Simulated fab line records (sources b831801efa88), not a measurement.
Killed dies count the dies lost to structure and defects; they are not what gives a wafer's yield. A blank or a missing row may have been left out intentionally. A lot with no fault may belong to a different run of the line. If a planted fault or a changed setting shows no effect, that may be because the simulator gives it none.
fab line records ; flow gf180mcu
[record] lots = 24; wafers = 72; last-day = 34
route steps=602 shown V1@359 V2@397 V3@432 V4@491 MIM@513
lots with no fault: from the same line, run without faults
start-h: the number of hours between the record's first day and the start of the first shown wafer of the lot ; wait-h: time in hours since the lot's previous step ; " the same as in the row above ; L1.1+2: a row that stands for several wafers ; - no value present, or no start provided ; * or withheld: withheld ; < > ~ a bound
route shown NAME@n: NAME is a module with steps in the file, n the number in the route of the first one ; usual: mean and standard deviation over wafers with no fault ; same: alike in all rows ; chamber/n: place in a boat ; sites: readings site by site ; _std_site: standard deviation across them ; _edge_site: inner sites' mean taken away from outer sites' mean ; radius-mm: for every site, how far away it sits from the centre of the wafer ; mask NAME#n: copy n ; behind: the last tool/chamber to shape the wafer ; hold: why the lot was held/for how many hours/how that ended ; device: the transistor (n, p or np) that didn't switch ; end of line: tests of these same wafers at the route's end ; where a step has no rows: the recipe by itself ; killed: not the wafer's yield, but the dies lost to structure and defects at the first sort ; map: shows each die of a wafer: x if killed, . if not, _ if none is there
set.NAME: setting as actually run; set.NAME@STEP: the setting as run at that earlier step ; model.NAME: the simulator's own value behind a step, which no gauge read
route steps across a sampled set of lots; one table per step, one row per wafer
services: when a tool's chamber went out of use (start-h, in hours from the record's first day, below 0 if earlier), for how many hours, and the reason
[[steps]]
[step GF_V1_RS_MEAS_24]
[recipe] thk-meas-gauge = four-point-probe; reads = W_of_V1_CVD_23+TiN_of_V1_SPUTTER_22+Ti_of_V1_SPUTTER_21
[usual] V1_W_RS = 0.329/0.0043
lot.wafer;tool;chamber;start-h;wait-h;V1_W_RS[ohm/sq]
L074.2;film-metro-03;-;406.82;0.1;0.329
L074.4;film-metro-03;-;406.82;0.1;0.331
L074.6;film-metro-03;-;406.82;0.1;0.327
L075.2;film-metro-01;-;414.00;0.1;0.327
L075.3;film-metro-01;-;414.00;0.1;0.339
L075.5;film-metro-01;-;414.00;0.1;0.330
L076.2;film-metro-03;-;425.55;0.1;0.326
L076.4;film-metro-03;-;425.55;0.1;0.326
L076.6;film-metro-03;-;425.55;0.1;0.327
L077.2;film-metro-03;-;434.22;0.1;0.327
L077.3;film-metro-03;-;434.22;0.1;0.339
L077.5;film-metro-03;-;434.22;0.1;0.331
L078.2;film-metro-01;-;450.35;0.1;0.330
L078.5;film-metro-01;-;450.35;0.1;0.326
L078.6;film-metro-01;-;450.35;0.1;0.328
L079.1;film-metro-01;-;458.78;0.1;0.320
L079.2;film-metro-01;-;458.78;0.1;0.322
L079.4;film-metro-01;-;458.78;0.1;0.324
L080.1;film-metro-01;-;466.76;0.1;0.325
L080.2;film-metro-01;-;466.76;0.1;0.324
L080.6;film-metro-01;-;466.76;0.1;0.329
L081.1;film-metro-02;-;474.81;0.1;0.327
L081.2;film-metro-02;-;474.81;0.1;0.324
L081.4;film-metro-02;-;474.81;0.1;0.324
L082.1;film-metro-01;-;482.05;0.1;0.325
L082.2;film-metro-01;-;482.05;0.1;0.323
L082.5;film-metro-01;-;482.05;0.1;0.322
L083.1;film-metro-02;-;491.50;0.1;0.326
L083.5;film-metro-02;-;491.50;0.1;0.329
L083.6;film-metro-02;-;491.50;0.1;0.333
L084.2;film-metro-01;-;499.22;0.1;0.325
L084.4;film-metro-01;-;499.22;0.1;0.326
L084.6;film-metro-01;-;499.22;0.1;0.322
L085.2;film-metro-03;-;514.86;0.2;0.330
L085.4;film-metro-03;-;514.86;0.2;0.332
L085.5;film-metro-03;-;514.86;0.2;0.330
L086.2;film-metro-03;-;518.55;0.1;0.330
L086.5;film-metro-03;-;518.55;0.1;0.334
L086.6;film-metro-03;-;518.55;0.1;0.336
L087.2;film-metro-02;-;523.96;0.1;0.323
L087.4;film-metro-02;-;523.96;0.1;0.327
L087.5;film-metro-02;-;523.96;0.1;0.328
L088.1;film-metro-01;-;537.73;0.1;0.336
L088.3;film-metro-01;-;537.73;0.1;0.332
L088.5;film-metro-01;-;537.73;0.1;0.335
L090.1;film-metro-02;-;553.23;0.1;0.329
L090.2;film-metro-02;-;553.23;0.1;0.328
L090.3;film-metro-02;-;553.23;0.1;0.328
L089.1;film-metro-02;-;554.47;0.1;0.337
L089.4;film-metro-02;-;554.47;0.1;0.339
L089.6;film-metro-02;-;554.47;0.1;0.333
L091.2;film-metro-02;-;567.55;0.1;0.322
L091.3;film-metro-02;-;567.55;0.1;0.325
L091.5;film-metro-02;-;567.55;0.1;0.328
L092.1;film-metro-03;-;570.34;0.1;0.330
L092.3;film-metro-03;-;570.34;0.1;0.325
L092.6;film-metro-03;-;570.34;0.1;0.326
L093.1;film-metro-01;-;575.33;0.1;0.328
L093.5;film-metro-01;-;575.33;0.1;0.334
L093.6;film-metro-01;-;575.33;0.1;0.335
L094.1;film-metro-03;-;584.85;0.1;0.322
L094.3;film-metro-03;-;584.85;0.1;0.325
L094.6;film-metro-03;-;584.85;0.1;0.327
L095.1;film-metro-02;-;586.24;0.2;0.323
L095.3;film-metro-02;-;586.24;0.2;0.333
L095.6;film-metro-02;-;586.24;0.2;0.320
L096.1;film-metro-01;-;599.01;0.1;0.325
L096.3;film-metro-01;-;599.01;0.1;0.327
L096.6;film-metro-01;-;599.01;0.1;0.331
L097.1;film-metro-01;-;601.72;0.1;0.332
L097.4;film-metro-01;-;601.72;0.1;0.329
L097.6;film-metro-01;-;601.72;0.1;0.325
[step GF_V2_OVL_MEAS_15]
[usual] V2_OVL = 1/5.2
lot.wafer;tool;chamber;start-h;wait-h;V2_OVL[nm]
L074.2;overlay-01;-;457.52;0.1;10
L074.4;overlay-01;-;457.52;0.1;4
L074.6;overlay-01;-;457.52;0.1;6
L075.2;overlay-01;-;463.90;0.1;0
L075.3;overlay-01;-;463.90;0.1;-6
L075.5;overlay-01;-;463.90;0.1;-7
L076.2;overlay-01;-;475.00;0.1;2
L076.4;overlay-01;-;475.00;0.1;7
L076.6;overlay-01;-;475.00;0.1;-2
L077.2;overlay-01;-;485.12;0.1;2
L077.3;overlay-01;-;485.12;0.1;2
L077.5;overlay-01;-;485.12;0.1;5
L078.2;overlay-02;-;500.17;0.1;-6
L078.5;overlay-02;-;500.17;0.1;-7
L078.6;overlay-02;-;500.17;0.1;-5
L079.1;overlay-01;-;507.94;0.1;1
L079.2;overlay-01;-;507.94;0.1;2
L079.4;overlay-01;-;507.94;0.1;5
L080.1;overlay-02;-;515.87;0.1;2
L080.2;overlay-02;-;515.87;0.1;3
L080.6;overlay-02;-;515.87;0.1;-3
L081.1;overlay-01;-;523.65;0.1;-2
L081.2;overlay-01;-;523.65;0.1;-5
L081.4;overlay-01;-;523.65;0.1;-5
L082.1;overlay-01;-;531.74;0.1;2
L082.2;overlay-01;-;531.74;0.1;2
L082.5;overlay-01;-;531.74;0.1;-5
L083.1;overlay-01;-;539.93;0.1;-1
L083.5;overlay-01;-;539.93;0.1;-1
L083.6;overlay-01;-;539.93;0.1;-11
L084.2;overlay-01;-;548.90;0.1;0
L084.4;overlay-01;-;548.90;0.1;13
L084.6;overlay-01;-;548.90;0.1;4
L085.2;overlay-02;-;561.74;0.1;5
L085.4;overlay-02;-;561.74;0.1;-1
L085.5;overlay-02;-;561.74;0.1;0
L086.2;overlay-01;-;566.14;0.1;5
L086.5;overlay-01;-;566.14;0.1;2
L086.6;overlay-01;-;566.14;0.1;2
L087.2;overlay-02;-;571.14;0.1;0
L087.4;overlay-02;-;571.14;0.1;3
L087.5;overlay-02;-;571.14;0.1;-3
L088.1;overlay-02;-;583.81;0.1;1
L088.3;overlay-02;-;583.81;0.1;-3
L088.5;overlay-02;-;583.81;0.1;8
L090.1;overlay-02;-;600.14;0.1;-1
L090.2;overlay-02;-;600.14;0.1;-3
L090.3;overlay-02;-;600.14;0.1;0
L089.1;overlay-01;-;600.46;0.1;-3
L089.4;overlay-01;-;600.46;0.1;-2
L089.6;overlay-01;-;600.46;0.1;-3
L091.2;overlay-02;-;612.67;0.1;6
L091.3;overlay-02;-;612.67;0.1;2
L091.5;overlay-02;-;612.67;0.1;4
L092.1;overlay-01;-;615.19;0.1;-7
L092.3;overlay-01;-;615.19;0.1;-3
L092.6;overlay-01;-;615.19;0.1;1
L093.1;overlay-01;-;622.46;0.1;-2
L093.5;overlay-01;-;622.46;0.1;-3
L093.6;overlay-01;-;622.46;0.1;-1
L094.1;overlay-01;-;629.44;0.1;-2
L094.3;overlay-01;-;629.44;0.1;4
L094.6;overlay-01;-;629.44;0.1;-1
L095.1;overlay-02;-;629.92;0.1;-5
L095.3;overlay-02;-;629.92;0.1;1
L095.6;overlay-02;-;629.92;0.1;1
L096.1;overlay-02;-;642.63;0.1;11
L096.3;overlay-02;-;642.63;0.1;13
L096.6;overlay-02;-;642.63;0.1;8
L097.1;overlay-02;-;645.09;0.1;-8
L097.4;overlay-02;-;645.09;0.1;2
L097.6;overlay-02;-;645.09;0.1;-1
[step GF_V3_THK_MEAS_03]
[recipe] reads = SiO2_of_V3_CVD_02
[usual] V3_CVD_02_THK = 848/13
lot.wafer;tool;chamber;start-h;wait-h;V3_CVD_02_THK[nm]
L074.2;film-metro-03;-;484.16;0.0;859
L074.4;film-metro-03;-;484.16;0.0;874
L074.6;film-metro-03;-;484.16;0.0;868
L075.2;film-metro-03;-;490.55;0.0;837
L075.3;film-metro-03;-;490.55;0.0;836
L075.5;film-metro-03;-;490.55;0.0;848
L076.2;film-metro-01;-;501.25;0.1;834
L076.4;film-metro-01;-;501.25;0.1;871
L076.6;film-metro-01;-;501.25;0.1;859
L077.2;film-metro-02;-;511.18;0.0;831
L077.3;film-metro-02;-;511.18;0.0;841
L077.5;film-metro-02;-;511.18;0.0;825
L078.2;film-metro-01;-;526.29;0.0;837
L078.5;film-metro-01;-;526.29;0.0;859
L078.6;film-metro-01;-;526.29;0.0;855
L079.1;film-metro-01;-;533.98;0.0;858
L079.2;film-metro-01;-;533.98;0.0;857
L079.4;film-metro-01;-;533.98;0.0;874
L080.1;film-metro-02;-;541.83;0.0;845
L080.2;film-metro-02;-;541.83;0.0;837
L080.6;film-metro-02;-;541.83;0.0;855
L081.1;film-metro-03;-;549.17;0.0;839
L081.2;film-metro-03;-;549.17;0.0;860
L081.4;film-metro-03;-;549.17;0.0;867
L082.1;film-metro-03;-;557.55;0.0;865
L082.2;film-metro-03;-;557.55;0.0;843
L082.5;film-metro-03;-;557.55;0.0;865
L083.1;film-metro-02;-;565.12;0.0;827
L083.5;film-metro-02;-;565.12;0.0;843
L083.6;film-metro-02;-;565.12;0.0;829
L084.2;film-metro-02;-;573.38;0.0;843
L084.4;film-metro-02;-;573.38;0.0;864
L084.6;film-metro-02;-;573.38;0.0;851
L085.2;film-metro-02;-;585.20;0.0;853
L085.4;film-metro-02;-;585.20;0.0;863
L085.5;film-metro-02;-;585.20;0.0;860
L086.2;film-metro-01;-;590.92;0.0;832
L086.5;film-metro-01;-;590.92;0.0;847
L086.6;film-metro-01;-;590.92;0.0;849
L087.2;film-metro-02;-;598.41;0.0;844
L087.4;film-metro-02;-;598.41;0.0;862
L087.5;film-metro-02;-;598.41;0.0;846
L088.1;film-metro-03;-;607.36;0.0;844
L088.3;film-metro-03;-;607.36;0.0;847
L088.5;film-metro-03;-;607.36;0.0;861
L090.1;film-metro-02;-;624.01;0.0;830
L090.2;film-metro-02;-;624.01;0.0;830
L090.3;film-metro-02;-;624.01;0.0;845
L089.1;film-metro-01;-;624.27;0.0;833
L089.4;film-metro-01;-;624.27;0.0;848
L089.6;film-metro-01;-;624.27;0.0;858
L091.2;film-metro-01;-;636.03;0.0;823
L091.3;film-metro-01;-;636.03;0.0;824
L091.5;film-metro-01;-;636.03;0.0;852
L092.1;film-metro-01;-;638.07;0.0;830
L092.3;film-metro-01;-;638.07;0.0;815
L092.6;film-metro-01;-;638.07;0.0;848
L093.1;film-metro-03;-;645.64;0.0;847
L093.5;film-metro-03;-;645.64;0.0;856
L093.6;film-metro-03;-;645.64;0.0;856
L094.1;film-metro-01;-;652.76;0.0;829
L094.3;film-metro-01;-;652.76;0.0;829
L094.6;film-metro-01;-;652.76;0.0;856
L095.1;film-metro-02;-;653.20;0.1;840
L095.3;film-metro-02;-;653.20;0.1;832
L095.6;film-metro-02;-;653.20;0.1;857
L096.1;film-metro-02;-;665.07;0.0;830
L096.3;film-metro-02;-;665.07;0.0;833
L096.6;film-metro-02;-;665.07;0.0;840
L097.1;film-metro-03;-;666.98;0.0;850
L097.4;film-metro-03;-;666.98;0.0;866
L097.6;film-metro-03;-;666.98;0.0;866
[step GF_V4_OVL_MEAS_15]
[usual] V4_OVL = 2/5.3
lot.wafer;tool;chamber;start-h;wait-h;V4_OVL[nm]
L074.2;overlay-02;-;556.54;0.1;10
L074.4;overlay-02;-;556.54;0.1;8
L074.6;overlay-02;-;556.54;0.1;10
L075.2;overlay-02;-;562.52;0.1;4
L075.3;overlay-02;-;562.52;0.1;2
L075.5;overlay-02;-;562.52;0.1;-2
L076.2;overlay-02;-;572.77;0.1;0
L076.4;overlay-02;-;572.77;0.1;1
L076.6;overlay-02;-;572.77;0.1;-8
L077.2;overlay-02;-;582.05;0.1;-1
L077.3;overlay-02;-;582.05;0.1;-1
L077.5;overlay-02;-;582.05;0.1;5
L078.2;overlay-02;-;598.79;0.1;4
L078.5;overlay-02;-;598.79;0.1;0
L078.6;overlay-02;-;598.79;0.1;9
L079.1;overlay-01;-;602.69;0.1;5
L079.2;overlay-01;-;602.69;0.1;4
L079.4;overlay-01;-;602.69;0.1;11
L080.1;overlay-02;-;609.83;0.1;6
L080.2;overlay-02;-;609.83;0.1;8
L080.6;overlay-02;-;609.83;0.1;9
L081.1;overlay-02;-;621.39;0.1;-3
L081.2;overlay-02;-;621.39;0.1;-7
L081.4;overlay-02;-;621.39;0.1;-7
L082.1;overlay-02;-;625.71;0.1;12
L082.2;overlay-02;-;625.71;0.1;5
L082.5;overlay-02;-;625.71;0.1;1
L083.1;overlay-02;-;630.61;0.1;6
L083.5;overlay-02;-;630.61;0.1;0
L083.6;overlay-02;-;630.61;0.1;1
L084.2;overlay-01;-;643.34;0.1;5
L084.4;overlay-01;-;643.34;0.1;2
L084.6;overlay-01;-;643.34;0.1;-1
L085.2;overlay-01;-;651.72;0.1;-4
L085.4;overlay-01;-;651.72;0.1;5
L085.5;overlay-01;-;651.72;0.1;3
L086.2;overlay-02;-;655.32;0.1;-1
L086.5;overlay-02;-;655.32;0.1;1
L086.6;overlay-02;-;655.32;0.1;-3
L087.2;overlay-02;-;662.17;0.1;-7
L087.4;overlay-02;-;662.17;0.1;4
L087.5;overlay-02;-;662.17;0.1;-1
L088.1;overlay-02;-;670.66;0.1;0
L088.3;overlay-02;-;670.66;0.1;-1
L088.5;overlay-02;-;670.66;0.1;0
L089.1;overlay-02;-;686.83;0.1;-4
L089.4;overlay-02;-;686.83;0.1;4
L089.6;overlay-02;-;686.83;0.1;-6
L091.2;overlay-01;-;698.00;0.1;-4
L091.3;overlay-01;-;698.00;0.1;3
L091.5;overlay-01;-;698.00;0.1;2
L092.1;overlay-02;-;699.43;0.1;6
L092.3;overlay-02;-;699.43;0.1;2
L092.6;overlay-02;-;699.43;0.1;8
L090.1;overlay-02;-;700.24;0.1;-3
L090.2;overlay-02;-;700.24;0.1;4
L090.3;overlay-02;-;700.24;0.1;5
L093.1;overlay-01;-;706.68;0.1;2
L093.5;overlay-01;-;706.68;0.1;0
L093.6;overlay-01;-;706.68;0.1;13
L094.1;overlay-01;-;713.18;0.1;-6
L094.3;overlay-01;-;713.18;0.1;-3
L094.6;overlay-01;-;713.18;0.1;-4
L095.1;overlay-02;-;713.88;0.1;6
L095.3;overlay-02;-;713.88;0.1;-2
L095.6;overlay-02;-;713.88;0.1;-2
L096.1;overlay-01;-;723.29;0.1;-4
L096.3;overlay-01;-;723.29;0.1;6
L096.6;overlay-01;-;723.29;0.1;6
L097.1;overlay-01;-;725.49;0.1;3
L097.4;overlay-01;-;725.49;0.1;4
L097.6;overlay-01;-;725.49;0.1;0
[step GF_V4_ETCH_16]
[recipe] chemistry = N2/H2; target-depth-a = withheld; overetch-a = withheld; time-s = withheld; target = BARC; ion-energy-ev = 200; source-w = 500; bias-w = 100; pressure-mtorr = 30; n2-flow-sccm = 100; h2-flow-sccm = 200
[usual] drypump-motor-current-A = 5.6/0.42; h2-flow-sccm = 200.0/0.6; oes-product-au = 0.855/0.0047; throttle-valve-pct = 13.225/0.0092
lot.wafer;tool;chamber;start-h;wait-h;drypump-motor-current-A;h2-flow-sccm;oes-product-au;throttle-valve-pct
L074.2;rie-diel-02;3;556.57;0.0;6.0;199.9;0.854;13.222
L074.4;rie-diel-02;2;556.57;0.0;5.3;200.3;0.854;13.227
L074.6;rie-diel-02;1;556.57;0.0;5.4;200.4;0.851;13.218
L075.2;rie-diel-01;1;562.55;0.0;5.4;200.4;0.856;13.240
L075.3;rie-diel-01;0;562.55;0.0;6.3;199.9;0.859;13.226
L075.5;rie-diel-01;3;562.55;0.0;5.8;200.1;0.850;13.209
L076.2;rie-diel-01;1;572.80;0.0;5.4;200.3;0.854;13.225
L076.4;rie-diel-01;3;572.80;0.0;5.8;200.0;0.852;13.214
L076.6;rie-diel-01;1;572.80;0.0;5.5;199.5;0.862;13.230
L077.2;rie-diel-03;2;582.08;0.0;5.2;200.2;0.852;13.228
L077.3;rie-diel-03;0;582.08;0.0;6.1;200.1;0.859;13.232
L077.5;rie-diel-03;0;582.08;0.0;6.0;199.9;0.852;13.216
L078.2;rie-diel-03;1;598.82;0.0;6.0;199.8;0.857;13.219
L078.5;rie-diel-03;2;598.82;0.0;5.2;199.6;0.848;13.236
L078.6;rie-diel-03;1;598.82;0.0;6.0;198.8;0.849;13.225
L079.1;rie-diel-02;1;602.73;0.0;5.4;199.7;0.853;13.218
L079.2;rie-diel-02;3;602.73;0.0;6.0;200.5;0.859;13.233
L079.4;rie-diel-02;3;602.73;0.0;6.0;200.1;0.859;13.219
L080.1;rie-diel-02;3;609.87;0.0;6.0;201.0;0.855;13.221
L080.2;rie-diel-02;2;609.87;0.0;5.3;200.7;0.846;13.227
L080.6;rie-diel-02;1;609.87;0.0;5.4;200.0;0.851;13.229
L081.1;rie-diel-02;0;621.43;0.0;4.8;199.8;0.855;13.232
L081.2;rie-diel-02;1;621.43;0.0;5.4;200.5;0.863;13.217
L081.4;rie-diel-02;2;621.43;0.0;5.3;199.9;0.861;13.236
L082.1;rie-diel-01;1;625.75;0.0;5.4;199.4;0.860;13.228
L082.2;rie-diel-01;3;625.75;0.0;5.8;199.6;0.850;13.228
L082.5;rie-diel-01;1;625.75;0.0;5.4;198.7;0.847;13.220
L083.1;rie-diel-03;0;630.65;0.0;6.1;199.3;0.858;13.229
L083.5;rie-diel-03;2;630.65;0.0;5.2;200.5;0.857;13.214
L083.6;rie-diel-03;1;630.65;0.0;6.0;200.2;0.848;13.229
L084.2;rie-diel-02;3;643.37;0.0;6.1;200.9;0.858;13.221
L084.4;rie-diel-02;1;643.37;0.0;5.4;201.0;0.851;13.241
L084.6;rie-diel-02;1;643.37;0.0;5.4;201.5;0.845;13.225
L085.2;rie-diel-01;2;651.75;0.0;5.4;199.2;0.861;13.253
L085.4;rie-diel-01;1;651.75;0.0;5.4;200.2;0.853;13.235
L085.5;rie-diel-01;1;651.75;0.0;5.4;199.4;0.866;13.214
L086.2;rie-diel-02;3;655.35;0.0;6.0;200.2;0.850;13.212
L086.5;rie-diel-02;3;655.35;0.0;6.1;200.0;0.850;13.222
L086.6;rie-diel-02;0;655.35;0.0;4.8;199.7;0.855;13.228
L087.2;rie-diel-01;2;662.20;0.0;5.4;200.3;0.861;13.215
L087.4;rie-diel-01;3;662.20;0.0;5.8;199.5;0.857;13.252
L087.5;rie-diel-01;1;662.20;0.0;5.5;200.9;0.847;13.210
L088.1;rie-diel-01;3;670.70;0.0;5.8;199.7;0.856;13.214
L088.3;rie-diel-01;2;670.70;0.0;5.4;200.1;0.858;13.216
L088.5;rie-diel-01;1;670.70;0.0;5.5;200.4;0.862;13.216
L089.1;rie-diel-02;3;686.87;0.0;6.1;199.4;0.864;13.227
L089.4;rie-diel-02;0;686.87;0.0;4.8;200.7;0.861;13.223
L089.6;rie-diel-02;1;686.87;0.0;5.4;199.1;0.856;13.238
L091.2;rie-diel-01;0;698.03;0.0;6.2;200.3;0.854;13.230
L091.3;rie-diel-01;2;698.03;0.0;5.4;200.0;0.854;13.238
L091.5;rie-diel-01;3;698.03;0.0;5.8;200.6;0.855;13.229
L092.1;rie-diel-02;3;699.47;0.0;6.1;201.2;0.852;13.225
L092.3;rie-diel-02;1;699.47;0.0;5.4;199.4;0.861;13.227
L092.6;rie-diel-02;1;699.47;0.0;5.4;200.7;0.853;13.214
L090.1;rie-diel-03;3;700.28;0.0;5.7;200.0;0.856;13.217
L090.2;rie-diel-03;2;700.28;0.0;5.2;198.9;0.855;13.230
L090.3;rie-diel-03;1;700.28;0.0;6.0;199.7;0.852;13.234
L093.1;rie-diel-01;3;706.72;0.0;5.8;200.0;0.852;13.219
L093.5;rie-diel-01;0;706.72;0.0;6.2;200.1;0.856;13.238
L093.6;rie-diel-01;3;706.72;0.0;5.8;199.7;0.862;13.228
L094.1;rie-diel-02;1;713.22;0.0;5.4;199.5;0.860;13.225
L094.3;rie-diel-02;3;713.22;0.0;6.1;200.8;0.863;13.214
L094.6;rie-diel-02;0;713.22;0.0;4.8;200.0;0.868;13.223
L095.1;rie-diel-03;3;713.92;0.0;5.7;200.1;0.854;13.232
L095.3;rie-diel-03;0;713.92;0.0;6.1;200.1;0.851;13.218
L095.6;rie-diel-03;2;713.92;0.0;5.2;199.8;0.857;13.218
L096.1;rie-diel-03;0;723.33;0.0;6.0;200.5;0.863;13.213
L096.3;rie-diel-03;1;723.33;0.0;6.0;199.5;0.863;13.233
L096.6;rie-diel-03;1;723.33;0.0;6.0;199.7;0.851;13.226
L097.1;rie-diel-02;0;725.53;0.0;4.8;199.8;0.856;13.212
L097.4;rie-diel-02;3;725.53;0.0;6.1;199.3;0.855;13.223
L097.6;rie-diel-02;2;725.53;0.0;5.2;199.8;0.858;13.233
[step GF_MIM_RS_MEAS_10]
[recipe] thk-meas-gauge = four-point-probe; reads = TiN_of_MIM_SPUTTER_09+AlCu_of_MIM_SPUTTER_08+TiN_of_MIM_SPUTTER_07
[usual] MIM_ALCU_RS = 0.1578/0.0018
lot.wafer;tool;chamber;start-h;wait-h;MIM_ALCU_RS[ohm/sq]
L074.2;film-metro-04;-;558.58;0.0;0.1591
L074.4;film-metro-04;-;558.58;0.0;0.1586
L074.6;film-metro-04;-;558.58;0.0;0.1596
L075.2;film-metro-02;-;564.37;0.0;0.1554
L075.3;film-metro-02;-;564.37;0.0;0.1559
L075.5;film-metro-02;-;564.37;0.0;0.1561
L076.2;film-metro-02;-;578.09;0.0;0.1591
L076.4;film-metro-02;-;578.09;0.0;0.1616
L076.6;film-metro-02;-;578.09;0.0;0.1608
L077.2;film-metro-02;-;583.87;0.0;0.1585
L077.3;film-metro-02;-;583.87;0.0;0.1575
L077.5;film-metro-02;-;583.87;0.0;0.1582
L078.2;film-metro-04;-;600.62;0.0;0.1559
L078.5;film-metro-04;-;600.62;0.0;0.1560
L078.6;film-metro-04;-;600.62;0.0;0.1590
L079.1;film-metro-03;-;604.51;0.0;0.1539
L079.2;film-metro-03;-;604.51;0.0;0.1590
L079.4;film-metro-03;-;604.51;0.0;0.1536
L080.1;film-metro-04;-;611.65;0.0;0.1563
L080.2;film-metro-04;-;611.65;0.0;0.1597
L080.6;film-metro-04;-;611.65;0.0;0.1557
L081.1;film-metro-02;-;623.20;0.0;0.1562
L081.2;film-metro-02;-;623.20;0.0;0.1562
L081.4;film-metro-02;-;623.20;0.0;0.1573
L082.1;film-metro-04;-;627.54;0.0;0.1597
L082.2;film-metro-04;-;627.54;0.0;0.1575
L082.5;film-metro-04;-;627.54;0.0;0.1601
L083.1;film-metro-04;-;632.42;0.0;0.1567
L083.5;film-metro-04;-;632.42;0.0;0.1541
L083.6;film-metro-04;-;632.42;0.0;0.1555
L084.2;film-metro-03;-;645.36;0.0;0.1557
L084.4;film-metro-03;-;645.36;0.0;0.1589
L084.6;film-metro-03;-;645.36;0.0;0.1554
L085.2;film-metro-04;-;653.57;0.0;0.1594
L085.4;film-metro-04;-;653.57;0.0;0.1594
L085.5;film-metro-04;-;653.57;0.0;0.1586
L086.2;film-metro-04;-;657.32;0.0;0.1593
L086.5;film-metro-04;-;657.32;0.0;0.1596
L086.6;film-metro-04;-;657.32;0.0;0.1589
L087.2;film-metro-03;-;664.00;0.0;0.1567
L087.4;film-metro-03;-;664.00;0.0;0.1561
L087.5;film-metro-03;-;664.00;0.0;0.1551
L088.1;film-metro-04;-;672.48;0.0;0.1569
L088.3;film-metro-04;-;672.48;0.0;0.1535
L088.5;film-metro-04;-;672.48;0.0;0.1555
L089.1;film-metro-04;-;688.64;0.0;0.1603
L089.4;film-metro-04;-;688.64;0.0;0.1587
L089.6;film-metro-04;-;688.64;0.0;0.1601
L091.2;film-metro-04;-;699.81;0.0;0.1600
L091.3;film-metro-04;-;699.81;0.0;0.1578
L091.5;film-metro-04;-;699.81;0.0;0.1587
L092.1;film-metro-04;-;701.24;0.0;0.1607
L092.3;film-metro-04;-;701.24;0.0;0.1596
L092.6;film-metro-04;-;701.24;0.0;0.1590
L090.1;film-metro-03;-;702.04;0.0;0.1590
L090.2;film-metro-03;-;702.04;0.0;0.1571
L090.3;film-metro-03;-;702.04;0.0;0.1591
L093.1;film-metro-03;-;708.49;0.0;0.1579
L093.5;film-metro-03;-;708.49;0.0;0.1561
L093.6;film-metro-03;-;708.49;0.0;0.1577
L094.1;film-metro-04;-;715.00;0.0;0.1560
L094.3;film-metro-04;-;715.00;0.0;0.1570
L094.6;film-metro-04;-;715.00;0.0;0.1580
L095.1;film-metro-03;-;715.90;0.0;0.1544
L095.3;film-metro-03;-;715.90;0.0;0.1596
L095.6;film-metro-03;-;715.90;0.0;0.1566
L096.1;film-metro-02;-;725.13;0.0;0.1601
L096.3;film-metro-02;-;725.13;0.0;0.1573
L096.6;film-metro-02;-;725.13;0.0;0.1582
L097.1;film-metro-04;-;727.30;0.0;0.1588
L097.4;film-metro-04;-;727.30;0.0;0.1587
L097.6;film-metro-04;-;727.30;0.0;0.1571
[[services]]
tool;chamber;start-h;hours;kind
rie-diel-02;0;586.88;-;clean
rie-diel-02;0;586.88;16.7;scheduled-down
rie-diel-02;0;586.88;16.7;vent-cycle
rie-diel-03;1;611.38;4.5;repair
rie-diel-01;1;632.09;8.3;repair
rie-diel-01;3;637.11;8.6;repair
rie-diel-01;3;679.61;13.6;repair
rie-diel-03;0;681.35;4.4;repair
rie-diel-01;-;690.39;2.0;repair
rie-diel-02;2;696.12;12.7;repair
rie-diel-03;0;698.28;5.4;repair
rie-diel-01;3;702.94;1.4;repair
[[key]]
fault none
